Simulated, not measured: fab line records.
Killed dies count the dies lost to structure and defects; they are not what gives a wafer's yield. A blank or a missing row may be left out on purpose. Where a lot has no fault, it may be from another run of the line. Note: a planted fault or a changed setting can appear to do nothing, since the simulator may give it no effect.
Matching of chambers -- flow gf180mcu -- GF_V3_CMP_26 on cmp-02 has 4 sister chambers
The step polishes, stops on SiO2, t overpolish 15 s, target thk 0 nm. 8 wafers are shown with their chamber, then 8 later ones without.

== WAFERS WITH THEIR CHAMBER ==
wafer,chamber,motor current A (A),platen rpm (rpm)
L074.3,2,10.8,59.96
L076.2,3,8.8,59.97
L082.4,3,9.4,60.01
L083.2,0,9.2,60.00
L083.4,2,10.3,60.00
L088.5,0,9.8,60.02
L088.6,1,9.7,60.03
L091.2,1,9.8,59.95

== WAFERS WITH NO CHAMBER GIVEN ==
wafer,motor current A (A),platen rpm (rpm)
L091.5,9.3,59.98
L091.6,9.5,59.99
L096.1,9.6,60.01
L096.2,9.6,60.05
L096.3,10.3,59.98
L097.3,9.9,59.97
L097.4,10.4,60.01
L097.5,10.1,59.98

== THE CHAMBER EACH PASSED THROUGH ==
wafer,from the rows above,in truth
L091.5,can't be placed: 3 or 0 or 1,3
L091.6,can't be placed: 0 or 1 or 3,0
L096.1,can't be placed: 0 or 1 or 3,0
L096.2,can't be placed: 0 or 1 or 3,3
L096.3,can't be placed: 2 or 1 or 0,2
L097.3,can't be placed: 1 or 0 or 2 or 3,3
L097.4,can't be placed: 2 or 1 or 0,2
L097.5,can't be placed: 1 or 2 or 0 or 3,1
Placed correctly: 0 of 8. Cannot be placed on the basis of these rows: 8; the candidates contain the true chamber in 8. Wrongly placed: 0.
How it was worked out, from the rows above alone: a wafer's distance from a chamber is the root of the sum, over the readings, of the square of ((its reading less the chamber's mean) divided by the reading's scatter). The wafer belongs to the nearest chamber; if the next one is less than 2 further off, it can't be placed. The mean given for a chamber averages the wafers shown for that chamber. The scatter is the square root of a quotient: the sum, over the shown wafers, of each reading's squared deviation from its chamber's mean, divided by wafers minus chambers.
